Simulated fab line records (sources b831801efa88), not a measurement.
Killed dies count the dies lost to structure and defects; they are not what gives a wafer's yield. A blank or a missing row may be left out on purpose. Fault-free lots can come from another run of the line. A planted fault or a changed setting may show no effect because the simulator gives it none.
What tool caused it? || flow sky130 || 10 lots, 27 wafers sampled, at 7 steps of a route of 708

## WHAT THE GAUGES READ, wafer by wafer
SKY_METAL5_RS_MEAS_05: uses a four-point probe to measure. Usual: METAL5_ALCU_RS 0.02724 ohm/sq, standard deviation 0.00026.
{"lot": "L617", "measured": "day 43 12:02", "on": "film-metro-01", "METAL5_ALCU_RS (ohm/sq)": "0.02728 0.02723 0.02726", "flag": ""}
{"lot": "L619", "measured": "day 44 06:22", "on": "film-metro-01", "METAL5_ALCU_RS (ohm/sq)": "0.02755 0.02697 0.02754", "flag": ""}
{"lot": "L618", "measured": "day 44 06:40", "on": "film-metro-03", "METAL5_ALCU_RS (ohm/sq)": "0.02733 0.02722 0.02716", "flag": ""}
{"lot": "L623", "measured": "day 45 08:17", "on": "film-metro-01", "METAL5_ALCU_RS (ohm/sq)": "0.02706 0.02703 0.02683", "flag": ""}
{"lot": "L624", "measured": "day 45 10:04", "on": "film-metro-01", "METAL5_ALCU_RS (ohm/sq)": "0.02731 0.02757 0.02739", "flag": ""}
{"lot": "L632", "measured": "day 47 11:13", "on": "film-metro-03", "METAL5_ALCU_RS (ohm/sq)": "0.02716 0.02753 0.02745", "flag": ""}
{"lot": "L633", "measured": "day 47 21:48", "on": "film-metro-04", "METAL5_ALCU_RS (ohm/sq)": "0.01601 0.02691", "flag": "OFF"}
{"lot": "L634", "measured": "day 48 01:17", "on": "film-metro-03", "METAL5_ALCU_RS (ohm/sq)": "0.0161 0.01607", "flag": "OFF"}
{"lot": "L636", "measured": "day 48 08:28", "on": "film-metro-01", "METAL5_ALCU_RS (ohm/sq)": "0.01605 0.02727", "flag": "OFF"}
{"lot": "L638", "measured": "day 48 19:10", "on": "film-metro-01", "METAL5_ALCU_RS (ohm/sq)": "0.02685 0.02682 0.0266", "flag": ""}

SKY_METAL5_THK_MEAS_06: measures by xrf. Usual: METAL5_ALCU_THK 1143 nm, standard deviation 12.
{"lot": "L617", "measured": "day 43 12:08", "on": "film-metro-01", "METAL5_ALCU_THK (nm)": "1137 1150 1141", "flag": ""}
{"lot": "L619", "measured": "day 44 06:28", "on": "film-metro-01", "METAL5_ALCU_THK (nm)": "1137 1154 1132", "flag": ""}
{"lot": "L618", "measured": "day 44 06:46", "on": "film-metro-03", "METAL5_ALCU_THK (nm)": "1132 1135 1148", "flag": ""}
{"lot": "L623", "measured": "day 45 08:23", "on": "film-metro-01", "METAL5_ALCU_THK (nm)": "1151 1152 1164", "flag": ""}
{"lot": "L624", "measured": "day 45 10:10", "on": "film-metro-01", "METAL5_ALCU_THK (nm)": "1138 1131 1140", "flag": ""}
{"lot": "L632", "measured": "day 47 11:20", "on": "film-metro-03", "METAL5_ALCU_THK (nm)": "1133 1119 1122", "flag": ""}
{"lot": "L633", "measured": "day 47 21:53", "on": "film-metro-04", "METAL5_ALCU_THK (nm)": "1928 1156", "flag": "OFF"}
{"lot": "L634", "measured": "day 48 01:24", "on": "film-metro-03", "METAL5_ALCU_THK (nm)": "1930 1939", "flag": "OFF"}
{"lot": "L636", "measured": "day 48 08:32", "on": "film-metro-01", "METAL5_ALCU_THK (nm)": "1936 1142", "flag": "OFF"}
{"lot": "L638", "measured": "day 48 19:17", "on": "film-metro-01", "METAL5_ALCU_THK (nm)": "1161 1158 1168", "flag": ""}

SKY_PASSIVATION_THK_MEAS_01. Usual: PASSIVATION_CVD_00_THK 90.3 nm, standard deviation 1.2.
{"lot": "L617", "measured": "day 44 11:32", "on": "film-metro-04", "PASSIVATION_CVD_00_THK (nm)": "89.7 92.4 89.7", "flag": ""}
{"lot": "L619", "measured": "day 45 05:14", "on": "film-metro-02", "PASSIVATION_CVD_00_THK (nm)": "89.0 90.6 89.5", "flag": ""}
{"lot": "L618", "measured": "day 45 05:52", "on": "film-metro-04", "PASSIVATION_CVD_00_THK (nm)": "89.8 91.5 91.4", "flag": ""}
{"lot": "L623", "measured": "day 46 06:12", "on": "film-metro-02", "PASSIVATION_CVD_00_THK (nm)": "91.2 92.0 92.8", "flag": ""}
{"lot": "L624", "measured": "day 46 07:24", "on": "film-metro-02", "PASSIVATION_CVD_00_THK (nm)": "88.6 89.4 91.4", "flag": ""}
{"lot": "L632", "measured": "day 48 07:41", "on": "film-metro-04", "PASSIVATION_CVD_00_THK (nm)": "88.9 91.4 90.6", "flag": ""}
{"lot": "L633", "measured": "day 48 17:02", "on": "film-metro-04", "PASSIVATION_CVD_00_THK (nm)": 92.1, "flag": ""}
{"lot": "L636", "measured": "day 49 03:31", "on": "film-metro-02", "PASSIVATION_CVD_00_THK (nm)": 91.3, "flag": ""}
{"lot": "L638", "measured": "day 49 13:02", "on": "film-metro-02", "PASSIVATION_CVD_00_THK (nm)": "90.3 90.2 90.7", "flag": ""}

## WHAT TOOL EACH LOT RAN ON (gives the tool, then ch and the chambers of the sampled wafers, and finally the start)
{"lot": "L617", "SKY_VIA4_STRIP_13": "plasma-asher-04 ch 0,1, day 43 10:33", "SKY_METAL5_SPUTTER_00": "pvd-sputter-01, day 43 11:49", "SKY_METAL5_SPUTTER_02": "pvd-sputter-01, day 43 11:52", "SKY_METAL5_METAL_ETCH_15": "rie-metal-04 ch 0,1, day 44 10:28"}
{"lot": "L619", "SKY_VIA4_STRIP_13": "plasma-asher-02 ch 0,1, day 44 04:47", "SKY_METAL5_SPUTTER_00": "pvd-sputter-03, day 44 06:09", "SKY_METAL5_SPUTTER_02": "pvd-sputter-03, day 44 06:12", "SKY_METAL5_METAL_ETCH_15": "rie-metal-03 ch 0,1, day 45 04:25"}
{"lot": "L618", "SKY_VIA4_STRIP_13": "plasma-asher-04 ch 0,1, day 44 05:05", "SKY_METAL5_SPUTTER_00": "pvd-sputter-01, day 44 06:27", "SKY_METAL5_SPUTTER_02": "pvd-sputter-01, day 44 06:30", "SKY_METAL5_METAL_ETCH_15": "rie-metal-04 ch 0,1, day 45 05:04"}
{"lot": "L623", "SKY_VIA4_STRIP_13": "plasma-asher-02 ch 0,1, day 45 06:29", "SKY_METAL5_SPUTTER_00": "pvd-sputter-01, day 45 08:06", "SKY_METAL5_SPUTTER_02": "pvd-sputter-01, day 45 08:08", "SKY_METAL5_METAL_ETCH_15": "rie-metal-04 ch 0,1, day 46 05:04"}
{"lot": "L624", "SKY_VIA4_STRIP_13": "plasma-asher-02 ch 0,1, day 45 08:33", "SKY_METAL5_SPUTTER_00": "pvd-sputter-01, day 45 09:52", "SKY_METAL5_SPUTTER_02": "pvd-sputter-01, day 45 09:55", "SKY_METAL5_METAL_ETCH_15": "rie-metal-04 ch 0,1, day 46 06:34"}
{"lot": "L632", "SKY_VIA4_STRIP_13": "plasma-asher-04 ch 0,1, day 47 09:38", "SKY_METAL5_SPUTTER_00": "pvd-sputter-01, day 47 11:02", "SKY_METAL5_SPUTTER_02": "pvd-sputter-01, day 47 11:05", "SKY_METAL5_METAL_ETCH_15": "rie-metal-02 ch 0,1, day 48 06:47"}
{"lot": "L633", "SKY_VIA4_STRIP_13": "plasma-asher-02 ch 0,1, day 47 20:11", "SKY_METAL5_SPUTTER_00": "pvd-sputter-01, day 47 21:34", "SKY_METAL5_SPUTTER_02": "pvd-sputter-01, day 47 21:37", "SKY_METAL5_METAL_ETCH_15": "rie-metal-03 ch 1, day 48 16:11"}
{"lot": "L634", "SKY_VIA4_STRIP_13": "plasma-asher-04 ch 1, day 47 23:40", "SKY_METAL5_SPUTTER_00": "pvd-sputter-01, day 48 01:06", "SKY_METAL5_SPUTTER_02": "pvd-sputter-01, day 48 01:09", "SKY_METAL5_METAL_ETCH_15": "rie-metal-04 ch 0, day 48 19:44"}
{"lot": "L636", "SKY_VIA4_STRIP_13": "plasma-asher-03 ch 0,1, day 48 06:43", "SKY_METAL5_SPUTTER_00": "pvd-sputter-01, day 48 08:14", "SKY_METAL5_SPUTTER_02": "pvd-sputter-01, day 48 08:17", "SKY_METAL5_METAL_ETCH_15": "rie-metal-02 ch 0,1, day 49 02:44"}
{"lot": "L638", "SKY_VIA4_STRIP_13": "plasma-asher-03 ch 0,1, day 48 17:43", "SKY_METAL5_SPUTTER_00": "pvd-sputter-03, day 48 19:00", "SKY_METAL5_SPUTTER_02": "pvd-sputter-03, day 48 19:03", "SKY_METAL5_METAL_ETCH_15": "rie-metal-04 ch 0,1, day 49 12:06"}
- SKY_VIA4_STRIP_13: strips in O2/N2.
- SKY_METAL5_SPUTTER_00: material Ti, target thk 15 nm, time 10 s.
- SKY_METAL5_SPUTTER_02: material AlCu, target thk 1150 nm, time 61.2 s.
- SKY_METAL5_METAL_ETCH_15: etches the open film in Cl2/BCl3, stops on SiO2, target depth 1260 nm, time 252 s.

## WHAT THE TOOLS THEMSELVES READ (means of the sampled wafers that have a number; where no wafer has one, the mark that the record gives instead)
SKY_VIA4_STRIP_13. Usual: chamber-pressure-mTorr 1500.2 mTorr, standard deviation 1.5; drypump-motor-current-A 6.0 A, standard deviation 0.4; o2-flow-sccm 3000 sccm, standard deviation 9.1; oes-product-au 0.709 a.u., standard deviation 0.005; strip-time-to-endpoint-s 12.80 s, standard deviation 0.032.
{"lot": "L617", "tool": "plasma-asher-04", "chamber-pressure-mTorr (mTorr)": 1499.3, "drypump-motor-current-A (A)": 5.8, "o2-flow-sccm (sccm)": 3001, "oes-product-au (a.u.)": 0.712, "strip-time-to-endpoint-s (s)": 12.78, "flag": ""}
{"lot": "L619", "tool": "plasma-asher-02", "chamber-pressure-mTorr (mTorr)": 1500.3, "drypump-motor-current-A (A)": 6.0, "o2-flow-sccm (sccm)": 2995, "oes-product-au (a.u.)": 0.712, "strip-time-to-endpoint-s (s)": 12.83, "flag": ""}
{"lot": "L618", "tool": "plasma-asher-04", "chamber-pressure-mTorr (mTorr)": 1500.4, "drypump-motor-current-A (A)": 5.9, "o2-flow-sccm (sccm)": 3015, "oes-product-au (a.u.)": 0.711, "strip-time-to-endpoint-s (s)": 12.79, "flag": ""}
{"lot": "L623", "tool": "plasma-asher-02", "chamber-pressure-mTorr (mTorr)": 1501.6, "drypump-motor-current-A (A)": 6.0, "o2-flow-sccm (sccm)": 2999, "oes-product-au (a.u.)": 0.707, "strip-time-to-endpoint-s (s)": 12.80, "flag": ""}
{"lot": "L624", "tool": "plasma-asher-02", "chamber-pressure-mTorr (mTorr)": 1500.7, "drypump-motor-current-A (A)": 6.3, "o2-flow-sccm (sccm)": 3008, "oes-product-au (a.u.)": 0.711, "strip-time-to-endpoint-s (s)": 12.79, "flag": ""}
{"lot": "L632", "tool": "plasma-asher-04", "chamber-pressure-mTorr (mTorr)": 1499.6, "drypump-motor-current-A (A)": 5.9, "o2-flow-sccm (sccm)": 2996, "oes-product-au (a.u.)": 0.703, "strip-time-to-endpoint-s (s)": 12.79, "flag": ""}
{"lot": "L633", "tool": "plasma-asher-02", "chamber-pressure-mTorr (mTorr)": 1500.7, "drypump-motor-current-A (A)": 6.1, "o2-flow-sccm (sccm)": 3013, "oes-product-au (a.u.)": 0.705, "strip-time-to-endpoint-s (s)": 12.82, "flag": ""}
{"lot": "L634", "tool": "plasma-asher-04", "chamber-pressure-mTorr (mTorr)": 1500.4, "drypump-motor-current-A (A)": 6.0, "o2-flow-sccm (sccm)": 2998, "oes-product-au (a.u.)": 0.710, "strip-time-to-endpoint-s (s)": 12.79, "flag": ""}
{"lot": "L636", "tool": "plasma-asher-03", "chamber-pressure-mTorr (mTorr)": 1500.0, "drypump-motor-current-A (A)": 5.8, "o2-flow-sccm (sccm)": 2996, "oes-product-au (a.u.)": 0.704, "strip-time-to-endpoint-s (s)": 12.81, "flag": ""}
{"lot": "L638", "tool": "plasma-asher-03", "chamber-pressure-mTorr (mTorr)": 1500.6, "drypump-motor-current-A (A)": 5.7, "o2-flow-sccm (sccm)": 2997, "oes-product-au (a.u.)": 0.708, "strip-time-to-endpoint-s (s)": 12.82, "flag": ""}

SKY_METAL5_SPUTTER_00. Usual: chamber-pressure-pa 0.4001 Pa, standard deviation 0.00074; throttle-valve-pct 30.2 %, standard deviation 0.57.
{"lot": "L617", "tool": "pvd-sputter-01", "chamber-pressure-pa (Pa)": 0.4000, "throttle-valve-pct (%)": 30.0, "flag": ""}
{"lot": "L619", "tool": "pvd-sputter-03", "chamber-pressure-pa (Pa)": 0.3996, "throttle-valve-pct (%)": 30.0, "flag": ""}
{"lot": "L618", "tool": "pvd-sputter-01", "chamber-pressure-pa (Pa)": 0.4004, "throttle-valve-pct (%)": 29.6, "flag": ""}
{"lot": "L623", "tool": "pvd-sputter-01", "chamber-pressure-pa (Pa)": 0.3997, "throttle-valve-pct (%)": 30.2, "flag": ""}
{"lot": "L624", "tool": "pvd-sputter-01", "chamber-pressure-pa (Pa)": 0.3993, "throttle-valve-pct (%)": 31.2, "flag": ""}
{"lot": "L632", "tool": "pvd-sputter-01", "chamber-pressure-pa (Pa)": 0.4006, "throttle-valve-pct (%)": 29.9, "flag": ""}
{"lot": "L633", "tool": "pvd-sputter-01", "chamber-pressure-pa (Pa)": 0.4003, "throttle-valve-pct (%)": 29.9, "flag": ""}
{"lot": "L634", "tool": "pvd-sputter-01", "chamber-pressure-pa (Pa)": 0.3999, "throttle-valve-pct (%)": 31.6, "flag": ""}
{"lot": "L636", "tool": "pvd-sputter-01", "chamber-pressure-pa (Pa)": 0.3999, "throttle-valve-pct (%)": 29.7, "flag": ""}
{"lot": "L638", "tool": "pvd-sputter-03", "chamber-pressure-pa (Pa)": 0.4001, "throttle-valve-pct (%)": 29.8, "flag": ""}

SKY_METAL5_SPUTTER_02. Usual: chamber-pressure-pa 0.4000 Pa, standard deviation 0.00078; throttle-valve-pct 30.2 %, standard deviation 0.57.
{"lot": "L617", "tool": "pvd-sputter-01", "chamber-pressure-pa (Pa)": 0.4003, "throttle-valve-pct (%)": 30.2, "flag": ""}
{"lot": "L619", "tool": "pvd-sputter-03", "chamber-pressure-pa (Pa)": 0.4004, "throttle-valve-pct (%)": 30.1, "flag": ""}
{"lot": "L618", "tool": "pvd-sputter-01", "chamber-pressure-pa (Pa)": 0.3988, "throttle-valve-pct (%)": 29.6, "flag": ""}
{"lot": "L623", "tool": "pvd-sputter-01", "chamber-pressure-pa (Pa)": 0.3999, "throttle-valve-pct (%)": 30.1, "flag": ""}
{"lot": "L624", "tool": "pvd-sputter-01", "chamber-pressure-pa (Pa)": 0.3996, "throttle-valve-pct (%)": 31.1, "flag": ""}
{"lot": "L632", "tool": "pvd-sputter-01", "chamber-pressure-pa (Pa)": 0.3993, "throttle-valve-pct (%)": 29.9, "flag": ""}
{"lot": "L633", "tool": "pvd-sputter-01", "chamber-pressure-pa (Pa)": 0.4000, "throttle-valve-pct (%)": 30.1, "flag": ""}
{"lot": "L634", "tool": "pvd-sputter-01", "chamber-pressure-pa (Pa)": 0.4003, "throttle-valve-pct (%)": 31.4, "flag": ""}
{"lot": "L636", "tool": "pvd-sputter-01", "chamber-pressure-pa (Pa)": 0.3991, "throttle-valve-pct (%)": 29.6, "flag": ""}
{"lot": "L638", "tool": "pvd-sputter-03", "chamber-pressure-pa (Pa)": 0.3996, "throttle-valve-pct (%)": 29.9, "flag": ""}

SKY_METAL5_METAL_ETCH_15. Usual: bcl3-flow-sccm 29.99 sccm, standard deviation 0.085; chamber-pressure-mTorr 10.000 mTorr, standard deviation 0.0098; drypump-motor-current-A 5.84 A, standard deviation 0.26; oes-product-au 0.894 a.u., standard deviation 0.0053; throttle-valve-pct 22.265 %, standard deviation 0.01.
{"lot": "L617", "tool": "rie-metal-04", "bcl3-flow-sccm (sccm)": 30.05, "chamber-pressure-mTorr (mTorr)": 10.001, "drypump-motor-current-A (A)": 5.70, "oes-product-au (a.u.)": 0.894, "throttle-valve-pct (%)": 22.265, "flag": ""}
{"lot": "L619", "tool": "rie-metal-03", "bcl3-flow-sccm (sccm)": 29.97, "chamber-pressure-mTorr (mTorr)": 10.001, "drypump-motor-current-A (A)": 5.87, "oes-product-au (a.u.)": 0.893, "throttle-valve-pct (%)": 22.267, "flag": ""}
{"lot": "L618", "tool": "rie-metal-04", "bcl3-flow-sccm (sccm)": 29.94, "chamber-pressure-mTorr (mTorr)": 10.011, "drypump-motor-current-A (A)": 5.70, "oes-product-au (a.u.)": 0.898, "throttle-valve-pct (%)": 22.270, "flag": ""}
{"lot": "L623", "tool": "rie-metal-04", "bcl3-flow-sccm (sccm)": 29.98, "chamber-pressure-mTorr (mTorr)": 9.999, "drypump-motor-current-A (A)": 5.68, "oes-product-au (a.u.)": 0.893, "throttle-valve-pct (%)": 22.259, "flag": ""}
{"lot": "L624", "tool": "rie-metal-04", "bcl3-flow-sccm (sccm)": 30.05, "chamber-pressure-mTorr (mTorr)": 9.993, "drypump-motor-current-A (A)": 5.68, "oes-product-au (a.u.)": 0.894, "throttle-valve-pct (%)": 22.254, "flag": ""}
{"lot": "L632", "tool": "rie-metal-02", "bcl3-flow-sccm (sccm)": 30.00, "chamber-pressure-mTorr (mTorr)": 10.001, "drypump-motor-current-A (A)": 5.90, "oes-product-au (a.u.)": 0.898, "throttle-valve-pct (%)": 22.270, "flag": ""}
{"lot": "L633", "tool": "rie-metal-03", "bcl3-flow-sccm (sccm)": 29.93, "chamber-pressure-mTorr (mTorr)": 9.992, "drypump-motor-current-A (A)": 6.44, "oes-product-au (a.u.)": 0.953, "throttle-valve-pct (%)": 22.267, "flag": "OFF"}
{"lot": "L634", "tool": "rie-metal-04", "bcl3-flow-sccm (sccm)": 30.11, "chamber-pressure-mTorr (mTorr)": 10.003, "drypump-motor-current-A (A)": 5.71, "oes-product-au (a.u.)": 1.003, "throttle-valve-pct (%)": 22.270, "flag": "OFF"}
{"lot": "L636", "tool": "rie-metal-02", "bcl3-flow-sccm (sccm)": 29.90, "chamber-pressure-mTorr (mTorr)": 10.006, "drypump-motor-current-A (A)": 5.94, "oes-product-au (a.u.)": 0.944, "throttle-valve-pct (%)": 22.293, "flag": "OFF"}
{"lot": "L638", "tool": "rie-metal-04", "bcl3-flow-sccm (sccm)": 30.05, "chamber-pressure-mTorr (mTorr)": 9.992, "drypump-motor-current-A (A)": 5.69, "oes-product-au (a.u.)": 0.896, "throttle-valve-pct (%)": 22.257, "flag": ""}

## THE ANSWER, worked out from the rows above alone
Rule: lot off if the mean of its wafers having a number is beyond 3 standard deviations from the usual mean. Also off: a lot with no number at a reading for which 4 or more lots have one. All remaining lots with rows at the step are treated as sound. The gauges are gone through in route order, then the tools' own readings, and for those a lot's mean is taken as printed above. The first step at which some lot is off is used, and at that step the reading that is off furthest; a lot without a number counts as furthest.
Off: L633, L634, L636, seen at SKY_METAL5_RS_MEAS_05 (METAL5_ALCU_RS).
A tool fits if, at a process step before that reading, it ran every lot that is off, and no sound lot after the first of them. Not tried: the gauges at SKY_METAL5_RS_MEAS_05; whatever is off there is also off at SKY_METAL5_METAL_ETCH_15, on other tools, and gauge error can't account for it. One fits: pvd-sputter-01 at SKY_METAL5_SPUTTER_00 and SKY_METAL5_SPUTTER_02. At SKY_METAL5_SPUTTER_00 its last sound lot is L632 (day 47 11:02), its first lot that is off L633 (day 47 21:34): a fault that began between those two fits.

## WHAT WAS PUT IN BY THE SIMULATOR
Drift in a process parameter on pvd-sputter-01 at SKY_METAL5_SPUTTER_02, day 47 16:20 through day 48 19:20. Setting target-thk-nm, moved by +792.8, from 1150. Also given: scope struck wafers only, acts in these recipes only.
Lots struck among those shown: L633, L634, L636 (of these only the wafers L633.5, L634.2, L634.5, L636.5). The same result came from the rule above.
